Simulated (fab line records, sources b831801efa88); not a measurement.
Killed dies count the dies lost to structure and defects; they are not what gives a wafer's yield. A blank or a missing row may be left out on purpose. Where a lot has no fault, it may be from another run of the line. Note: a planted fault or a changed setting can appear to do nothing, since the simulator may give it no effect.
fab line records | flow sky130
record lots=13 | wafers=39 | last-day=50
route steps=708 shown VT_ADJUST_HVTP@94 METAL1@436 VIA1@478 PAD_OPEN@708
lots with no fault: from the same line, run without faults
start-h: the number of hours between the record's first day and the start of the first shown wafer of the lot | wait-h: hours elapsed since this lot's preceding step | " identical to the entry in the row above | L1.1+2: a row that stands for several wafers | - either no value or no given start | * or withheld: withheld | < > ~ a bound
route shown NAME@n: names a module that has steps shown in the file, with the first one's number in the route | usual: mean/standard deviation taken from wafers without a fault | same: alike in all rows | chamber/n: place in a boat | sites: each site's reading | _std_site: standard deviation across them | _edge_site: the outer-site mean with the inner-site mean subtracted | radius-mm: how far each site lies from the wafer's centre | mask NAME#n: copy n | behind: tool/chamber where the wafer was last shaped | hold: why the lot was held/for how many hours/how that ended | device: whichever transistor did not switch (one of n, p or np) | end of line: the route-end tests of the same wafers | a step given without rows: its recipe and nothing more | killed: at the first sort, the dies lost to defects and structure; wafer yield is something else | map: dies across one wafer; x = killed, . = not, _ = none there
set.NAME: setting as actually run; set.NAME@STEP: the setting as run at that earlier step | model.NAME: the simulator's own value behind a step, which no gauge read
the route's steps for a sample of lots (tables are steps, rows are wafers)
services: a tool's chamber out of use, with start hour (start-h, from the record's first day; less than 0 if before it), hours out, and reason
## steps
# step SKY_VT_ADJUST_HVTP_IMPLANT_09
# recipe species=As | energy-kev=150 | dose-cm2=4.3e+12 | tilt-deg=withheld
# usual dose-ions-cm2=4.3e+12/4.6e+09 | faraday-current-uA=24.3/0.49
lot.wafer | tool         | chamber | start-h | wait-h | dose-ions-cm2 | faraday-current-uA
L190.2    | implanter-02 | 0       | 121.44  | 0.0    | 4.306e+12     | 24.3
L190.5    | "            | 0       | "       | "      | 4.303e+12     | 24.6
L190.6    | "            | 0       | "       | "      | 4.298e+12     | 24.1
L193.1    | implanter-02 | 0       | 136.97  | 0.0    | 4.303e+12     | 24.3
L193.3    | "            | 0       | "       | "      | 4.302e+12     | 23.7
L193.4    | "            | 0       | "       | "      | 4.29e+12      | 23.6
L195.1    | implanter-01 | 0       | 149.12  | 0.0    | 4.302e+12     | 23.8
L195.2    | "            | 0       | "       | "      | 4.297e+12     | 24.4
L195.3    | "            | 0       | "       | "      | 4.294e+12     | 24.4
L196.1    | implanter-01 | 0       | 156.47  | 0.0    | 4.301e+12     | 24.7
L196.2    | "            | 0       | "       | "      | 4.3e+12       | 24.7
L196.6    | "            | 0       | "       | "      | 4.3e+12       | 24.8
L197.1    | implanter-01 | 0       | 164.86  | 0.0    | 4.307e+12     | 24.4
L197.2    | "            | 0       | "       | "      | 4.307e+12     | 23.5
L197.5    | "            | 0       | "       | "      | 4.305e+12     | 24.3
L200.2    | implanter-01 | 0       | 188.54  | 0.0    | 4.304e+12     | 23.8
L200.3    | "            | 0       | "       | "      | 4.302e+12     | 24.6
L200.6    | "            | 0       | "       | "      | 4.305e+12     | 24.8
L199.1    | implanter-01 | 0       | 188.77  | 0.0    | 4.297e+12     | 24.8
L199.3    | "            | 0       | "       | "      | 4.303e+12     | 24.1
L199.5    | "            | 0       | "       | "      | 4.298e+12     | 23.7
L203.3    | implanter-03 | 0       | 201.51  | 0.1    | 4.291e+12     | 24.5
L203.4    | "            | 0       | "       | "      | 4.304e+12     | 24.8
L203.6    | "            | 0       | "       | "      | 4.311e+12     | 24.1
L204.2    | implanter-01 | 0       | 208.69  | 0.0    | 4.26e+11      | 2.4
L204.3    | "            | 0       | "       | "      | 4.25e+11      | 2.4
L204.6    | "            | 0       | "       | "      | 4.33e+11      | 2.4
L205.4    | implanter-01 | 0       | 214.14  | 0.1    | 4.33e+11      | 2.3
L205.5    | "            | 0       | "       | "      | 4.27e+11      | 2.4
L205.6    | "            | 0       | "       | "      | 4.32e+11      | 2.3
L211.2    | implanter-03 | 0       | 253.76  | 0.0    | 4.298e+12     | 24.8
L211.4    | "            | 0       | "       | "      | 4.295e+12     | 25.3
L211.5    | "            | 0       | "       | "      | 4.295e+12     | 24.6
L212.1    | implanter-03 | 0       | 259.67  | 0.0    | 4.306e+12     | 24.5
L212.3    | "            | 0       | "       | "      | 4.299e+12     | 24.4
L212.5    | "            | 0       | "       | "      | 4.296e+12     | 23.4
L213.2    | implanter-03 | 0       | 268.34  | 0.0    | 4.294e+12     | 24.7
L213.3    | "            | 0       | "       | "      | 4.299e+12     | 23.6
L213.6    | "            | 0       | "       | "      | 4.291e+12     | 23.7
# step SKY_VT_ADJUST_HVTP_TW_MEAS_11
# usual VT_ADJUST_HVTP_TW=1358/12
lot.wafer | tool          | chamber | start-h | wait-h | hold                     | VT_ADJUST_HVTP_TW
L190.2    | film-metro-03 | -       | 121.68  | 0.1    | -                        | 1373
L190.5    | "             | -       | "       | "      | -                        | 1378
L190.6    | "             | -       | "       | "      | -                        | 1369
L193.1    | film-metro-03 | -       | 137.22  | 0.1    | -                        | 1373
L193.3    | "             | -       | "       | "      | -                        | 1369
L193.4    | "             | -       | "       | "      | -                        | 1375
L195.1    | film-metro-01 | -       | 149.37  | 0.1    | -                        | 1338
L195.2    | "             | -       | "       | "      | -                        | 1340
L195.3    | "             | -       | "       | "      | -                        | 1342
L196.1    | film-metro-01 | -       | 156.72  | 0.1    | -                        | 1351
L196.2    | "             | -       | "       | "      | -                        | 1346
L196.6    | "             | -       | "       | "      | -                        | 1344
L197.1    | film-metro-02 | -       | 165.11  | 0.1    | -                        | 1351
L197.2    | "             | -       | "       | "      | -                        | 1359
L197.5    | "             | -       | "       | "      | -                        | 1354
L200.2    | film-metro-01 | -       | 188.77  | 0.1    | -                        | 1349
L200.3    | "             | -       | "       | "      | -                        | 1347
L200.6    | "             | -       | "       | "      | -                        | 1345
L199.1    | film-metro-01 | -       | 189.02  | 0.1    | -                        | 1355
L199.3    | "             | -       | "       | "      | -                        | 1353
L199.5    | "             | -       | "       | "      | -                        | 1353
L203.3    | film-metro-03 | -       | 201.73  | 0.1    | -                        | 1374
L203.4    | "             | -       | "       | "      | -                        | 1370
L203.6    | "             | -       | "       | "      | -                        | 1370
L204.2    | film-metro-01 | -       | 208.92  | 0.1    | await-dispo/0.2h/release | 639
L204.3    | "             | -       | "       | "      | await-dispo/0.2h/release | 641
L204.6    | "             | -       | "       | "      | await-dispo/0.2h/release | 638
L204.2    | film-metro-01 | -       | 209.15  | 0.2    | -                        | 639
L204.3    | "             | -       | "       | "      | -                        | 641
L204.6    | "             | -       | "       | "      | -                        | 639
L205.4    | film-metro-03 | -       | 214.35  | 0.1    | await-dispo/0.2h/release | 668
L205.5    | "             | -       | "       | "      | await-dispo/0.2h/release | 670
L205.6    | "             | -       | "       | "      | await-dispo/0.2h/release | 666
L205.4    | film-metro-03 | -       | 214.57  | 0.2    | -                        | 664
L205.5    | "             | -       | "       | "      | -                        | 671
L205.6    | "             | -       | "       | "      | -                        | 666
L211.2    | film-metro-01 | -       | 253.99  | 0.1    | -                        | 1348
L211.4    | "             | -       | "       | "      | -                        | 1349
L211.5    | "             | -       | "       | "      | -                        | 1349
L212.1    | film-metro-01 | -       | 259.92  | 0.1    | -                        | 1346
L212.3    | "             | -       | "       | "      | -                        | 1349
L212.5    | "             | -       | "       | "      | -                        | 1353
L213.2    | film-metro-01 | -       | 268.58  | 0.1    | -                        | 1359
L213.3    | "             | -       | "       | "      | -                        | 1349
L213.6    | "             | -       | "       | "      | -                        | 1356
# step SKY_METAL1_SPUTTER_02
# recipe material=AlCu | target-thk-nm=250 | power-w=10600 | time-s=13.3 | chamber-pressure-pa=0.4
# usual throttle-valve-pct=30.1/0.94
lot.wafer | tool           | chamber | start-h | wait-h | throttle-valve-pct
L190.2    | pvd-sputter-02 | -       | 727.79  | 0.0    | 31.1
L190.5    | "              | -       | "       | "      | 31.0
L190.6    | "              | -       | "       | "      | 31.0
L193.1    | pvd-sputter-02 | -       | 751.72  | 0.0    | 30.1
L193.3    | "              | -       | "       | "      | 31.1
L193.4    | "              | -       | "       | "      | 30.9
L195.1    | pvd-sputter-04 | -       | 769.74  | 0.0    | 28.9
L195.2    | "              | -       | "       | "      | 31.4
L195.3    | "              | -       | "       | "      | 28.3
L196.1    | pvd-sputter-02 | -       | 779.39  | 0.0    | 31.1
L196.2    | "              | -       | "       | "      | 29.9
L196.6    | "              | -       | "       | "      | 31.2
L197.1    | pvd-sputter-04 | -       | 790.90  | 0.0    | 31.1
L197.2    | "              | -       | "       | "      | 30.4
L197.5    | "              | -       | "       | "      | 28.5
L200.2    | pvd-sputter-03 | -       | 828.79  | 0.0    | 29.6
L200.3    | "              | -       | "       | "      | 31.6
L200.6    | "              | -       | "       | "      | 29.3
L199.1    | pvd-sputter-03 | -       | 830.05  | 0.0    | 29.9
L199.3    | "              | -       | "       | "      | 31.3
L199.5    | "              | -       | "       | "      | 30.0
L203.3    | pvd-sputter-03 | -       | 838.89  | 0.0    | 29.4
L203.4    | "              | -       | "       | "      | 29.7
L203.6    | "              | -       | "       | "      | 30.0
L211.2    | pvd-sputter-03 | -       | 893.86  | 0.0    | 31.5
L211.4    | "              | -       | "       | "      | 30.0
L211.5    | "              | -       | "       | "      | 29.8
L212.1    | pvd-sputter-04 | -       | 901.89  | 0.0    | 30.3
L212.3    | "              | -       | "       | "      | 28.1
L212.5    | "              | -       | "       | "      | 28.0
L213.2    | pvd-sputter-02 | -       | 910.59  | 0.0    | 31.0
L213.3    | "              | -       | "       | "      | 29.9
L213.6    | "              | -       | "       | "      | 31.1
# step SKY_METAL1_SPUTTER_03
# recipe material=Ti | target-thk-nm=5 | power-w=3000 | time-s=3.3 | chamber-pressure-pa=0.4
# usual throttle-valve-pct=30.1/0.95
lot.wafer | tool           | chamber | start-h | wait-h | throttle-valve-pct
L190.2    | pvd-sputter-02 | -       | 727.81  | 0.0    | 30.8
L190.5    | "              | -       | "       | "      | 31.1
L190.6    | "              | -       | "       | "      | 31.1
L193.1    | pvd-sputter-02 | -       | 751.74  | 0.0    | 30.1
L193.3    | "              | -       | "       | "      | 31.3
L193.4    | "              | -       | "       | "      | 31.3
L195.1    | pvd-sputter-04 | -       | 769.77  | 0.0    | 28.5
L195.2    | "              | -       | "       | "      | 31.5
L195.3    | "              | -       | "       | "      | 27.8
L196.1    | pvd-sputter-02 | -       | 779.41  | 0.0    | 31.1
L196.2    | "              | -       | "       | "      | 30.1
L196.6    | "              | -       | "       | "      | 31.2
L197.1    | pvd-sputter-04 | -       | 790.92  | 0.0    | 31.6
L197.2    | "              | -       | "       | "      | 30.4
L197.5    | "              | -       | "       | "      | 28.3
L200.2    | pvd-sputter-03 | -       | 828.81  | 0.0    | 29.3
L200.3    | "              | -       | "       | "      | 31.3
L200.6    | "              | -       | "       | "      | 29.2
L199.1    | pvd-sputter-03 | -       | 830.08  | 0.0    | 30.1
L199.3    | "              | -       | "       | "      | 31.3
L199.5    | "              | -       | "       | "      | 29.7
L203.3    | pvd-sputter-03 | -       | 838.91  | 0.0    | 29.3
L203.4    | "              | -       | "       | "      | 30.0
L203.6    | "              | -       | "       | "      | 29.8
L211.2    | pvd-sputter-03 | -       | 893.88  | 0.0    | 31.3
L211.4    | "              | -       | "       | "      | 29.9
L211.5    | "              | -       | "       | "      | 29.8
L212.1    | pvd-sputter-04 | -       | 901.91  | 0.0    | 30.7
L212.3    | "              | -       | "       | "      | 28.2
L212.5    | "              | -       | "       | "      | 28.3
L213.2    | pvd-sputter-02 | -       | 910.61  | 0.0    | 31.1
L213.3    | "              | -       | "       | "      | 30.0
L213.6    | "              | -       | "       | "      | 30.9
# step SKY_VIA1_SPUTTER_20
# recipe material=TiN | target-thk-nm=20 | chamber-pressure-pa=5 | power-w=4000 | time-s=80
# usual throttle-valve-pct=30.4/0.79
lot.wafer | tool           | chamber | start-h | wait-h | throttle-valve-pct
L190.2    | pvd-sputter-03 | -       | 785.84  | 0.0    | 29.4
L190.5    | "              | -       | "       | "      | 30.0
L190.6    | "              | -       | "       | "      | 31.3
L193.1    | pvd-sputter-03 | -       | 809.24  | 0.0    | 29.8
L193.3    | "              | -       | "       | "      | 30.0
L193.4    | "              | -       | "       | "      | 31.2
L195.1    | pvd-sputter-02 | -       | 826.10  | 0.0    | 31.1
L195.2    | "              | -       | "       | "      | 31.1
L195.3    | "              | -       | "       | "      | 30.2
L196.1    | pvd-sputter-01 | -       | 835.95  | 0.0    | 31.6
L196.2    | "              | -       | "       | "      | 31.7
L196.6    | "              | -       | "       | "      | 30.1
L197.1    | pvd-sputter-03 | -       | 846.90  | 0.0    | 31.3
L197.2    | "              | -       | "       | "      | 30.1
L197.5    | "              | -       | "       | "      | 29.6
L200.2    | pvd-sputter-01 | -       | 884.15  | 0.0    | 30.2
L200.3    | "              | -       | "       | "      | 31.3
L200.6    | "              | -       | "       | "      | 31.8
L199.1    | pvd-sputter-01 | -       | 884.87  | 0.0    | 29.6
L199.3    | "              | -       | "       | "      | 30.5
L199.5    | "              | -       | "       | "      | 29.8
L203.3    | pvd-sputter-01 | -       | 893.79  | 0.0    | 30.3
L203.4    | "              | -       | "       | "      | 31.6
L203.6    | "              | -       | "       | "      | 31.3
L211.2    | pvd-sputter-03 | -       | 945.56  | 0.0    | 29.8
L211.4    | "              | -       | "       | "      | 29.6
L211.5    | "              | -       | "       | "      | 31.1
L212.1    | pvd-sputter-03 | -       | 953.75  | 0.0    | 30.0
L212.3    | "              | -       | "       | "      | 29.4
L212.5    | "              | -       | "       | "      | 29.4
L213.2    | pvd-sputter-01 | -       | 962.20  | 0.0    | 31.5
L213.3    | "              | -       | "       | "      | 29.7
L213.6    | "              | -       | "       | "      | 29.4
# step SKY_PAD_OPEN_PROBE_99
# usual defect-limited-yield=82.5/1.8 | killed_at_M0_to_M3=42/6.6 | killed_at_M4_up=3.0/1.8 | killed-at-contacts=25/5.1 | killed-at-front-end=15/4.4 | killed-at-other=0.3/0.56 | killed-dies=86/8.6 | killed-open=47/6.9 | killed-short=38/6 | sort_bin_3_pad_short=0.8/0.42 | sort_bin_5_function=10.6/1.5 | sort_bin_6_memory=6.1/1.1 | sort-n-pass=406/8.6 | sort-yield-pct=82.5/1.8
# same gross-dies=492 | killed-at-back-side=0 | sort_bin_4_leakage[%]=0 | sort_bin_8_speed[%]=0
lot.wafer | tool      | chamber | start-h | wait-h | defect-limited-yield[%] | killed_at_M0_to_M3 | killed_at_M4_up | killed-at-contacts | killed-at-front-end | killed-at-other | killed-dies | killed-open | killed-short | sort_bin_3_pad_short[%] | sort_bin_5_function[%] | sort_bin_6_memory[%] | sort-n-pass | sort-yield-pct[%]
L195.1    | prober-02 | -       | 1100.53 | 0.1    | 82.3                    | 37                 | 0               | 33                 | 16                  | 1               | 87          | 50          | 37           | 1.4                     | 11.0                   | 5.3                  | 405         | 82.3
L195.2    | prober-02 | -       | 1100.58 | 0.1    | 82.5                    | 37                 | 3               | 26                 | 20                  | 0               | 86          | 47          | 39           | 0.6                     | 8.7                    | 8.1                  | 406         | 82.5
L195.3    | prober-02 | -       | 1100.63 | 0.2    | 81.7                    | 41                 | 3               | 32                 | 14                  | 0               | 90          | 47          | 43           | 1.2                     | 10.6                   | 6.5                  | 402         | 81.7
# killed by level:class
L195.1 CONTACT:geometric-particle:open=13 VIA1:geometric-particle:open=9 CONTACT:geometric-particle:short=7 LI_CONTACT:geometric-particle:open=7 FIELD_ISO:geometric-particle:open=6 METAL1:geometric-particle:short=6 VIA3:geometric-particle:open=5 METAL3:geometric-particle:short=4
L195.2 CONTACT:geometric-particle:open=11 LI_CONTACT:geometric-particle:open=8 METAL1:geometric-particle:short=7 FIELD_ISO:geometric-particle:short=6 VIA3:geometric-particle:open=6 VIA1:geometric-particle:short=5 POLY_GATE:geometric-particle:short=4 POLY_GATE:geometric-particle:open=4
L195.3 CONTACT:geometric-particle:open=10 LI_CONTACT:geometric-particle:open=10 METAL1:geometric-particle:short=8 CONTACT:geometric-particle:short=7 VIA1:geometric-particle:open=6 VIA3:geometric-particle:open=6 VIA3:geometric-particle:short=6 FIELD_ISO:geometric-particle:open=4
## services
tool           | chamber | start-h | hours | kind
implanter-01   | -       | 119.32  | 6.8   | repair
pvd-sputter-03 | -       | 132.63  | 0.9   | repair
pvd-sputter-03 | -       | 146.97  | 22.8  | repair
pvd-sputter-03 | -       | 161.66  | 0.5   | repair
pvd-sputter-03 | -       | 194.76  | 2.0   | repair
pvd-sputter-03 | -       | 209.17  | 9.7   | repair
pvd-sputter-03 | -       | 271.87  | 2.4   | repair
pvd-sputter-02 | -       | 329.23  | 3.9   | repair
implanter-01   | -       | 364.91  | 14.6  | pm
pvd-sputter-02 | -       | 371.18  | 3.4   | repair
implanter-01   | -       | 466.66  | 2.1   | repair
implanter-01   | -       | 473.91  | 6.2   | pm
implanter-01   | -       | 498.14  | 5.4   | repair
implanter-01   | -       | 510.21  | 4.1   | repair
pvd-sputter-03 | -       | 589.39  | 2.3   | repair
pvd-sputter-02 | -       | 666.70  | 5.3   | repair
implanter-01   | -       | 686.43  | 4.6   | pm
pvd-sputter-02 | -       | 719.97  | 4.2   | repair
implanter-01   | -       | 723.38  | 2.3   | repair
pvd-sputter-02 | -       | 768.60  | 6.7   | repair
pvd-sputter-02 | -       | 792.76  | 5.5   | repair
pvd-sputter-03 | -       | 856.92  | 1.0   | repair
pvd-sputter-02 | -       | 906.10  | 0.5   | repair
pvd-sputter-03 | -       | 916.19  | 1.5   | repair
## key
first-sign step=SKY_VT_ADJUST_HVTP_IMPLANT_09 | reading=dose-ions-cm2 | direction=down | sigmas=99+ | usual=* | struck=*
effect step=SKY_VT_ADJUST_HVTP_IMPLANT_09 | reading=faraday-current-uA | direction=down | sigmas=45 | usual=24.3 | struck=2.4
effect step=SKY_VT_ADJUST_HVTP_TW_MEAS_11 | reading=visit | direction=added
effect step=SKY_VT_ADJUST_HVTP_TW_MEAS_11 | reading=VT_ADJUST_HVTP_TW | direction=down | sigmas=60 | usual=1358 | struck=653
met-at SKY_VT_ADJUST_HVTP_IMPLANT_09
struck-lots L204,L205
scrapped-behind SKY_VT_ADJUST_HVTP_TW_MEAS_11 L204.2,L204.3,L204.6,L205.4,L205.5,L205.6
not-acting-at SKY_METAL1_SPUTTER_02,SKY_METAL1_SPUTTER_03,SKY_VIA1_SPUTTER_20
onset-between 188.77 208.69
fault kind=process-parameter-drift | tool=implanter-01 | chamber=- | onset-h=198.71 | steps=SKY_VT_ADJUST_HVTP_IMPLANT_09 | channel=dose-cm2 | offset=* | shape=step | end-h=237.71 | acts-in=* | stated=*
